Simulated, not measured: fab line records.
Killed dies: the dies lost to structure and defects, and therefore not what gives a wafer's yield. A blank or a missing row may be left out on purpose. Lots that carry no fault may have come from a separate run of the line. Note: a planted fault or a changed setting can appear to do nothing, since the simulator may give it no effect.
Split-lot experiment    flow sfq line    route with 325 steps; 5 lots, 23 wafers read

## THE SPLIT
At SFQ_TRILAYER_I4_VIA_LITHO_COAT_103 (resist thk 650 nm), the setting spin rpm was moved away from the recipe's 3000 rpm on 8 of the 23 wafers read, by -4.4% to +4.3%. All remaining wafers had this setting at the recipe value.

## BETWEEN THE SPLIT AND THE READING: the file shows 1 step in between
- SFQ_TRILAYER_I4_VIA_BARC_OPEN_VIA_ETCH_146: etches BARC in O2, target depth 125 nm, time 41.7 s (also split here: bias w)

## THE READING
KrF_of_TRILAYER_I4_VIA_LITHO_COAT_103.thk nm (the simulator's own value, which no gauge read), in nm, at SFQ_TRILAYER_I4_VIA_ETCH_VIA_ETCH_106 (etches SiO2 in CHF3, stops on Nb, target depth 260 nm). There is no usual value for it anywhere in the file. Average 527.2 nm, standard deviation 2.4 nm, over the 15 wafers here run with the recipe.

wafer   tool, chamber at the split  spin rpm as run, rpm  against the recipe  KrF_of_TRILAYER_I4_VIA_LITHO_COAT_103.thk nm, nm  against lot-mates on the recipe
L074.1  litho track-01, 0           3000                  recipe              524.6                                             -
L074.2  litho track-01, 0           2906                  -3.1%               539.1                                             +11.5
L074.4  litho track-01, 0           3000                  recipe              527.9                                             -
L074.5  litho track-01, 0           3000                  recipe              530.4                                             -
L074.6  litho track-01, 0           2906                  -3.1%               536.5                                             +8.9
L077.4  litho track-01, 0           3000                  recipe              529.8                                             -
L077.5  litho track-01, 0           3000                  recipe              525.4                                             -
L077.6  litho track-01, 0           3000                  recipe              526                                               -
L078.1  litho track-02, 0           3000                  recipe              530.2                                             -
L078.2  litho track-02, 0           3000                  recipe              529.4                                             -
L078.4  litho track-02, 0           2867                  -4.4%               543.6                                             +13.2
L078.5  litho track-02, 0           2867                  -4.4%               545.1                                             +14.7
L078.6  litho track-02, 0           3000                  recipe              531.5                                             -
L080.1  litho track-04, 0           3000                  recipe              525.1                                             -
L080.3  litho track-04, 0           3000                  recipe              523.9                                             -
L080.4  litho track-04, 0           3129                  +4.3%               512.4                                             -13.1
L080.5  litho track-04, 0           3129                  +4.3%               511.9                                             -13.6
L080.6  litho track-04, 0           3000                  recipe              527.6                                             -
L084.1  litho track-01, 0           2911                  -3.0%               533.2                                             +7.8
L084.2  litho track-01, 0           2911                  -3.0%               532                                               +6.6
L084.3  litho track-01, 0           3000                  recipe              526                                               -
L084.5  litho track-01, 0           3000                  recipe              525.7                                             -
L084.6  litho track-01, 0           3000                  recipe              524.6                                             -

FIT RESULTS
A straight line over all 23 wafers: KrF_of_TRILAYER_I4_VIA_LITHO_COAT_103.thk nm changes by -3.37 nm for each +1% of spin rpm; r = -0.95; the points scatter about the line by 2.6 nm.
The same after taking each lot's own level away (the mean of its wafers on the recipe; 23 wafers): -3.05 nm for each +1%; r = -0.97; scatter 1.6 nm.
That fit puts the effect of the largest move of spin rpm on the reading at 14 nm.
From 525.43 to 530.37 nm: that is the span of the lots' own levels, equal to 2.0 times the standard deviation above.
So the lot-to-lot level changes the slope: the two fits differ.
Check: for one of the wafers moved furthest among these (-4.4%), held out of the fit, the line's prediction against its lot-mates is +13.5 nm. It came out at +13.2 nm against them.

## THE OTHER SPLITS THESE WAFERS WENT THROUGH
Note: prior to the reading, these wafers also went through further splits. Each is held against what the fit with the lots' levels taken away leaves over:
other split on the same wafers                       wafers away from the commonest value  r with KrF_of_TRILAYER_I4_VIA_LITHO_COAT_103.thk nm (lot level and that fit taken away)
SFQ_TRILAYER_M2_LITHO_PEB_060 peb time s             10                                    -0.27
SFQ_TRILAYER_I2_DEP_PECVD_063 time s                 5                                     +0.33
SFQ_TRILAYER_I2_VIA_LITHO_COAT_072 resist thk nm     4                                     +0.13
SFQ_TRILAYER_I2_VIA_BARC_OPEN_VIA_ETCH_096 bias w    4                                     +0.15
SFQ_TRILAYER_M3_LITHO_COAT_080 resist thk nm         11                                    +0.22
SFQ_TRILAYER_I3_VIA_LITHO_COAT_090 spin rpm          8                                     +0.20
SFQ_TRILAYER_I3_VIA_BARC_OPEN_VIA_ETCH_121 source w  5                                     +0.29
SFQ_TRILAYER_M4_LITHO_COAT_098 spin rpm              10                                    -0.05
SFQ_TRILAYER_I4_VIA_BARC_OPEN_VIA_ETCH_146 bias w    8                                     -0.37

## THE WHOLE CHAIN: every reading that the file lists as answering this split, in the file's order
step                                        what it does                                           reading                                                                                        change (the file's fit)               r (the file's)
SFQ_TRILAYER_I4_VIA_LITHO_COAT_103          resist thk 650 nm                                      KrF_of_TRILAYER_I4_VIA_LITHO_COAT_103.thk nm (the simulator's own value, which no gauge read)  -3.16 nm for each +1% of the setting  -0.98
SFQ_TRILAYER_I4_VIA_BARC_OPEN_VIA_ETCH_146  etches BARC in O2, target depth 125 nm, time 41.7 s    KrF_of_TRILAYER_I4_VIA_LITHO_COAT_103.thk nm (the simulator's own value, which no gauge read)  -3.07 nm for each +1% of the setting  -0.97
SFQ_TRILAYER_I4_VIA_ETCH_VIA_ETCH_106       etches SiO2 in CHF3, stops on Nb, target depth 260 nm  KrF_of_TRILAYER_I4_VIA_LITHO_COAT_103.thk nm (the simulator's own value, which no gauge read)  -3.04 nm for each +1% of the setting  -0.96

## FILE'S OWN FIT
KrF_of_TRILAYER_I4_VIA_LITHO_COAT_103.thk nm changes by -3.04 nm for each +1% of spin rpm, r = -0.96.
